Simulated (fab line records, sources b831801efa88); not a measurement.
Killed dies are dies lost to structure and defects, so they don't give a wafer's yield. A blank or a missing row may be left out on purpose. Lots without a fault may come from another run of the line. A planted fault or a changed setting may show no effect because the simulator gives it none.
Which tool did it? | flow sky130 | 13 lots, 38 wafers sampled, at 4 steps of a route of 708

WHAT THE GAUGES READ, wafer by wafer
SKY_METAL1_THK_MEAS_06: measures by xrf. Usual: METAL1_ALCU_THK 253.8 nm, standard deviation 3.
lot  | measured     | on            | METAL1_ALCU_THK (nm) | flag
L343 | day 31 13:49 | film_metro-02 | 256.0 254.1 256.6    |
L345 | day 32 15:16 | film_metro-02 | 249.4 247.3 252.2    |
L346 | day 32 18:22 | film_metro-03 | 256.2 254.8 254.7    |
L347 | day 34 01:44 | film_metro-04 | 252.8 252.3 252.3    |
L348 | day 34 05:58 | film_metro-04 | 252.7 254.7          |
L351 | day 34 09:01 | film_metro-03 | 257.8 260.3 257.5    |
L352 | day 34 13:54 | film_metro-04 | 255.7 253.5 255.6    |
L356 | day 35 20:08 | film_metro-04 | 256.9 255.6 258.9    |
L358 | day 36 07:40 | film_metro-02 | 253.6 251.2 250.6    |
L361 | day 37 10:16 | film_metro-04 | 252.9 251.1 253.1    |
L362 | day 37 16:53 | film_metro-04 | 256.7 254.2 256.8    |
L364 | day 38 00:07 | film_metro-02 | 259.4 254.4 255.9    |
L366 | day 38 15:43 | film_metro-04 | 253.3 248.7 249.8    |

WHICH TOOL RAN EACH LOT (tool, then ch and the chambers of the sampled wafers, then the start)
lot  | SKY_LOCAL_INTERCONNECT_ETCH_13    | SKY_LOCAL_INTERCONNECT_STRIP_15      | SKY_CONTACT_CMP_27
L343 | rie_metal-03 ch 0,1, day 30 07:18 | plasma_asher-03 ch 0,1, day 30 07:25 | cmp-02 ch 0,2,3, day 31 13:16
L345 | rie_metal-02 ch 0,1, day 31 08:57 | plasma_asher-01 ch 0,1, day 31 09:04 | cmp-01 ch 0,1, day 32 14:42
L346 | rie_metal-01 ch 0,1, day 31 12:17 | plasma_asher-02 ch 0, day 31 12:25   | cmp-01 ch 2,3, day 32 17:48
L347 | rie_metal-02 ch 0,1, day 32 19:22 | plasma_asher-02 ch 0,1, day 32 19:29 | cmp-01 ch 1,3, day 34 01:10
L348 | rie_metal-02 ch 1, day 32 23:59   | plasma_asher-01 ch 0,1, day 33 00:07 | cmp-01 ch 0,3, day 34 05:24
L351 | rie_metal-02 ch 0,1, day 33 03:21 | plasma_asher-02 ch 0,1, day 33 03:28 | cmp-01 ch 0,1,2, day 34 08:31
L352 | rie_metal-03 ch 0,1, day 33 08:16 | plasma_asher-03 ch 0,1, day 33 08:23 | cmp-01 ch 2,3, day 34 13:19
L356 | rie_metal-02 ch 0,1, day 34 14:35 | plasma_asher-02 ch 0,1, day 34 14:43 | cmp-02 ch 0,3, day 35 19:34
L358 | rie_metal-03 ch 0,1, day 35 01:28 | plasma_asher-03 ch 0,1, day 35 01:35 | cmp-02 ch 0,1,3, day 36 07:11
L361 | rie_metal-03 ch 0,1, day 36 04:57 | plasma_asher-01 ch 0,1, day 36 05:04 | cmp-01 ch 0,2,3, day 37 09:42
L362 | rie_metal-03 ch 0,1, day 36 12:26 | plasma_asher-03 ch 0,1, day 36 12:33 | cmp-01 ch 0,1, day 37 16:22
L364 | rie_metal-02 ch 1, day 36 19:27   | plasma_asher-01 ch 0,1, day 36 19:41 | cmp-02 ch 0,1, day 37 23:34
L366 | rie_metal-02 ch 1, day 37 11:03   | plasma_asher-01 ch 0,1, day 37 11:17 | cmp-02 ch 0,1,3, day 38 15:16
- SKY_LOCAL_INTERCONNECT_ETCH_13: etches BARC in N2/H2, stops on SiO2, time 45.9 s, target depth 60 nm.
- SKY_LOCAL_INTERCONNECT_STRIP_15: strips in O2/N2.
- SKY_CONTACT_CMP_27: polishes, stops on SiO2, t overpolish 15 s, target thk 0 nm.

WHAT THE TOOLS THEMSELVES READ (means of the sampled wafers that have a number; where no wafer has one, the mark that the record gives instead)
SKY_LOCAL_INTERCONNECT_ETCH_13. Usual: drypump_motor_current_A 5.85 A, standard deviation 0.21; oes_product_au 0.855 a.u., standard deviation 0.0051; throttle_valve_pct 13.225 %, standard deviation 0.01.
lot  | tool         | drypump_motor_current_A (A) | oes_product_au (a.u.) | throttle_valve_pct (%) | flag
L343 | rie_metal-03 | 5.61                        | 0.853                 | 13.232                 |
L345 | rie_metal-02 | 5.91                        | 0.850                 | 13.227                 |
L346 | rie_metal-01 | 6.12                        | 0.851                 | 13.228                 |
L347 | rie_metal-02 | 5.94                        | 0.857                 | 13.226                 |
L348 | rie_metal-02 | 5.97                        | 0.860                 | 13.222                 |
L351 | rie_metal-02 | 5.95                        | 0.857                 | 13.222                 |
L352 | rie_metal-03 | 5.59                        | 0.854                 | 13.226                 |
L356 | rie_metal-02 | 5.91                        | 0.854                 | 13.237                 |
L358 | rie_metal-03 | 5.62                        | 0.854                 | 13.218                 |
L361 | rie_metal-03 | 5.61                        | 0.855                 | 13.231                 |
L362 | rie_metal-03 | 5.61                        | 0.854                 | 13.221                 |
L364 | rie_metal-02 | 5.97                        | 0.855                 | 13.227                 |
L366 | rie_metal-02 | 5.98                        | 0.859                 | 13.219                 |

SKY_LOCAL_INTERCONNECT_STRIP_15. Usual: drypump_motor_current_A 5.33 A, standard deviation 0.24; oes_product_au 0.427 a.u., standard deviation 0.0043; strip_time_to_endpoint_s 4.711 s, standard deviation 0.021.
lot  | tool            | drypump_motor_current_A (A) | oes_product_au (a.u.) | strip_time_to_endpoint_s (s) | flag
L343 | plasma_asher-03 | 5.30                        | 0.426                 | 4.701                        |
L345 | plasma_asher-01 | 5.29                        | 0.426                 | 4.698                        |
L346 | plasma_asher-02 | 5.62                        | 0.427                 | 4.719                        |
L347 | plasma_asher-02 | 5.31                        | 0.426                 | 4.707                        |
L348 | plasma_asher-01 | 5.36                        | 0.423                 | 4.702                        |
L351 | plasma_asher-02 | 5.47                        | 0.427                 | 4.698                        |
L352 | plasma_asher-03 | 5.10                        | 0.426                 | 4.677                        |
L356 | plasma_asher-02 | 5.32                        | 0.428                 | 4.711                        |
L358 | plasma_asher-03 | 5.28                        | 0.422                 | 4.714                        |
L361 | plasma_asher-01 | 5.28                        | 0.430                 | 4.728                        |
L362 | plasma_asher-03 | 5.27                        | 0.430                 | 4.714                        |
L364 | plasma_asher-01 | 5.28                        | 0.423                 | 4.690                        |
L366 | plasma_asher-01 | 5.29                        | 0.423                 | 4.726                        |

SKY_CONTACT_CMP_27. Usual: motor_current_A 11.1 A, standard deviation 0.9; overpolish_run_s 15.000 s, standard deviation 0.0097; time_to_endpoint_s 80.2 s, standard deviation 2.7.
lot  | tool   | motor_current_A (A) | overpolish_run_s (s) | time_to_endpoint_s (s) | flag
L343 | cmp-02 | 11.7                | 14.995               | 82.7                   |
L345 | cmp-01 | 11.2                | 14.999               | 78.5                   |
L346 | cmp-01 | 11.5                | 15.004               | 82.3                   |
L347 | cmp-01 | 10.2                | 15.005               | 80.5                   |
L348 | cmp-01 | 11.1                | 14.997               | 62.8                   | OFF
L351 | cmp-01 | 11.5                | 14.998               | 65.8                   | OFF
L352 | cmp-01 | 10.9                | 14.999               | 65.1                   | OFF
L356 | cmp-02 | 11.7                | 15.003               | 83.5                   |
L358 | cmp-02 | 11.4                | 14.992               | 81.8                   |
L361 | cmp-01 | 10.8                | 15.012               | 77.8                   |
L362 | cmp-01 | 11.3                | 14.990               | 79.2                   |
L364 | cmp-02 | 11.7                | 14.995               | 81.4                   |
L366 | cmp-02 | 11.2                | 15.000               | 76.5                   |

THE ANSWER, worked out from the rows above alone
Rule: a lot is off if the mean of its wafers that have a number lies more than 3 standard deviations from the usual mean. A lot without any number at a reading at which 4 lots or more have one is off too. The other lots that the step has rows for count as sound. The gauges are gone through in route order, then the tools' own readings, and for those a lot's mean is taken as printed above. The first step at which some lot is off is used, and at that step the reading that is off furthest; a lot without a number counts as furthest.
Off: L348, L351, L352, at SKY_CONTACT_CMP_27 (time_to_endpoint_s).
A tool fits if, at that step or a process step before it, it ran every lot that is off, and no sound lot after the first of them. None of those tried fits.

WHAT THE SIMULATOR HAD PUT IN
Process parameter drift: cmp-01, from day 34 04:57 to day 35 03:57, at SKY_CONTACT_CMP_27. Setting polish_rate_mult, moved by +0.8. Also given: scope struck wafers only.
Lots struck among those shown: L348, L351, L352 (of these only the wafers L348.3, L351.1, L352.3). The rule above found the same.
